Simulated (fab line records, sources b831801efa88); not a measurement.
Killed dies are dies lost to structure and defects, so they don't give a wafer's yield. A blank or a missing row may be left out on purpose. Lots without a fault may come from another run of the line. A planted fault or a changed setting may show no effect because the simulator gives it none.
Which tool did it? | flow gf180mcu | 13 lots, 36 wafers sampled, at 5 steps of a route of 602

WHAT THE GAUGES READ, wafer by wafer
GF_M3_RS_MEAS_05: measures by four-point-probe.
lot  | measured     | on            | M3_ALCU_RS (ohm/sq)
L530 | day 20 22:47 | film_metro-03 | 0.0690 0.0689 0.0694
L532 | day 21 22:04 | film_metro-04 | 0.0713 0.0701 0.0716
L533 | day 22 04:15 | film_metro-02 | 0.0695 0.0696 0.0689
L535 | day 23 14:23 | film_metro-02 | 0.0714 0.0696 0.0702
L537 | day 23 16:49 | film_metro-03 | 0.0697 0.0693 0.0701
L539 | day 24 16:40 | film_metro-02 | 0.0697 0.0702
L544 | day 26 01:29 | film_metro-02 | 0.0706 0.0685
L545 | day 26 08:22 | film_metro-03 | 0.0691 0.0695
L547 | day 26 22:20 | film_metro-03 | 0.0701 0.0700 0.0708
L548 | day 27 00:52 | film_metro-03 | 0.0699 0.0694 0.0702
L549 | day 27 10:26 | film_metro-03 | 0.0707 0.0707 0.0715
L551 | day 28 00:59 | film_metro-03 | 0.0698 0.0701 0.0688
L552 | day 28 04:13 | film_metro-04 | 0.0691 0.0685 0.0694

GF_M3_CD_MEAS_14: target cd 280 nm.
lot  | measured     | on        | cd_nm (nm)
L530 | day 21 22:10 | cd_sem-01 | 281.8 282.0 281.9
L532 | day 22 21:38 | cd_sem-02 | 280.7 279.8 281.1
L533 | day 23 03:10 | cd_sem-01 | 278.6 278.8 278.6
L535 | day 24 13:16 | cd_sem-01 | 279.1 279.3 279.1
L537 | day 24 15:26 | cd_sem-01 | 278.4 278.8 279.9
L539 | day 25 13:41 | cd_sem-02 | 215.5 281.0
L544 | day 26 22:21 | cd_sem-01 | 278.6 213.6
L545 | day 27 05:31 | cd_sem-01 | 212.5 278.0
L547 | day 27 18:35 | cd_sem-02 | 278.6 279.3 278.2
L548 | day 27 21:06 | cd_sem-01 | 279.0 278.7 278.0
L549 | day 28 05:40 | cd_sem-02 | 280.9 278.8 279.8
L551 | day 28 20:34 | cd_sem-02 | 280.8 281.5 280.5
L552 | day 28 22:26 | cd_sem-01 | 278.5 277.8 278.9

WHICH TOOL RAN EACH LOT (tool, then ch and the chambers of the sampled wafers, then the start)
lot  | GF_V2_CMP_04                  | GF_V2_ETCH_16                      | GF_M3_EXPOSE_11
L530 | cmp-01 ch 0,1,2, day 19 20:30 | rie_diel-01 ch 0,1,2, day 20 21:11 | krf_scanner-02 ch 0, day 21 10:49
L532 | cmp-01 ch 0,1,3, day 20 18:58 | rie_diel-01 ch 1,2,3, day 21 20:14 | krf_scanner-01 ch 0, day 22 09:54
L533 | cmp-01 ch 1,2, day 21 02:24   | rie_diel-03 ch 0,1,2, day 22 02:34 | krf_scanner-01 ch 0, day 22 15:47
L535 | cmp-01 ch 1,2,3, day 22 13:10 | rie_diel-02 ch 1,2,3, day 23 12:23 | krf_scanner-02 ch 0, day 24 02:03
L537 | cmp-01 ch 0,2, day 22 15:31   | rie_diel-01 ch 1,3, day 23 15:10   | krf_scanner-01 ch 0, day 24 04:18
L539 | cmp-02 ch 0,1, day 23 16:35   | rie_diel-03 ch 1,3, day 24 15:02   | krf_scanner-02 ch 0, day 25 03:25
L544 | cmp-02 ch 2,3, day 25 01:49   | rie_diel-01 ch 0, day 25 23:53     | krf_scanner-02 ch 0, day 26 12:27
L545 | cmp-01 ch 1,3, day 25 08:01   | rie_diel-03 ch 0,1, day 26 06:47   | krf_scanner-02 ch 0, day 26 18:42
L547 | cmp-02 ch 0,1,2, day 25 22:41 | rie_diel-01 ch 1,2,3, day 26 20:23 | krf_scanner-01 ch 0, day 27 08:55
L548 | cmp-01 ch 1,2, day 26 01:51   | rie_diel-03 ch 0,1, day 26 23:16   | krf_scanner-01 ch 0, day 27 11:19
L549 | cmp-02 ch 0,1,3, day 26 12:15 | rie_diel-01 ch 1,2, day 27 08:49   | krf_scanner-01 ch 0, day 27 20:04
L551 | cmp-01 ch 1,2,3, day 27 02:56 | rie_diel-03 ch 1,2,3, day 27 23:24 | krf_scanner-01 ch 0, day 28 11:20
L552 | cmp-02 ch 0,2, day 27 06:56   | rie_diel-03 ch 0,3, day 28 02:36   | krf_scanner-01 ch 0, day 28 13:32
- GF_V2_CMP_04: polishes SiO2.
- GF_V2_ETCH_16: etches BARC in N2/H2.
- GF_M3_EXPOSE_11: exposes mask Metal3, target cd 280 nm.

WHAT THE TOOLS THEMSELVES READ (means of the sampled wafers that have a number; where no wafer has one, the mark that the record gives instead)
GF_V2_CMP_04.
lot  | tool   | edge_zone_pressure_frac | motor_current_A (A) | slurry_flow_ml_min | time_to_endpoint_s (s)
L530 | cmp-01 | 1.000                   | 11.4                | 150.2              | 79
L532 | cmp-01 | 0.997                   | 11.9                | 150.0              | 79
L533 | cmp-01 | 1.009                   | 11.1                | 149.9              | 85
L535 | cmp-01 | 1.003                   | 11.9                | 150.1              | 79
L537 | cmp-01 | 1.000                   | 12.2                | 150.1              | 73
L539 | cmp-02 | 0.995                   | 11.6                | 150.1              | 74
L544 | cmp-02 | 0.998                   | 10.9                | 149.9              | 77
L545 | cmp-01 | 1.000                   | 11.4                | 150.1              | 82
L547 | cmp-02 | 1.001                   | 11.3                | 150.1              | 78
L548 | cmp-01 | 0.999                   | 11.4                | 150.0              | 79
L549 | cmp-02 | 1.003                   | 10.9                | 150.3              | 72
L551 | cmp-01 | 1.000                   | 11.3                | 149.9              | 76
L552 | cmp-02 | 0.997                   | 11.2                | 150.2              | 71

GF_V2_ETCH_16.
lot  | tool        | drypump_motor_current_A (A) | oes_product_au (a.u.) | throttle_valve_pct (%)
L530 | rie_diel-01 | 5.5                         | 0.854                 | 13.226
L532 | rie_diel-01 | 5.6                         | 0.853                 | 13.220
L533 | rie_diel-03 | 5.6                         | 0.857                 | 13.228
L535 | rie_diel-02 | 5.4                         | 0.854                 | 13.225
L537 | rie_diel-01 | 5.8                         | 0.856                 | 13.216
L539 | rie_diel-03 | 6.0                         | 0.853                 | 13.223
L544 | rie_diel-01 | 5.3                         | 0.861                 | 13.219
L545 | rie_diel-03 | 5.5                         | 0.859                 | 13.223
L547 | rie_diel-01 | 5.7                         | 0.854                 | 13.233
L548 | rie_diel-03 | 5.5                         | 0.852                 | 13.227
L549 | rie_diel-01 | 5.6                         | 0.850                 | 13.230
L551 | rie_diel-03 | 5.9                         | 0.856                 | 13.224
L552 | rie_diel-03 | 5.7                         | 0.857                 | 13.230

THE ANSWER, worked out from the rows above alone
Rule: what is usual is taken from the lots themselves. Put in order of their means at a reading, lots are off if they are a third of the lots or fewer, leave a main group of 4 or more, and stand apart from it by a gap of 3 or more times the standard deviation of the main group's means; of several such gaps the widest counts. A main group whose means are all the same, to the digits that the tables above print for the reading, isn't used. A lot without any number at a reading at which 4 lots or more have one is off too. The other lots that the step has rows for count as sound. The gauges are gone through in route order, then the tools' own readings, and for those a lot's mean is taken as printed above. The first step at which some lot is off is used, and at that step the reading that is off furthest; a lot without a number counts as furthest.
Off: L539, L544, L545, at GF_M3_CD_MEAS_14 (cd_nm). The main group: mean 279.6 nm, standard deviation 1.1.
A tool fits if, at a process step before that reading, it ran every lot that is off, and no sound lot after the first of them. The gauges at GF_M3_CD_MEAS_14 are tried like those tools. One fits: krf_scanner-02 at GF_M3_EXPOSE_11. Its last sound lot is L535 (day 24 02:03), its first lot that is off L539 (day 25 03:25): a fault that began between those two fits.

WHAT THE SIMULATOR HAD PUT IN
Process parameter drift: krf_scanner-02, from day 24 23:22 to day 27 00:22, at GF_M3_EXPOSE_11. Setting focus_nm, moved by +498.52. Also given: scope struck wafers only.
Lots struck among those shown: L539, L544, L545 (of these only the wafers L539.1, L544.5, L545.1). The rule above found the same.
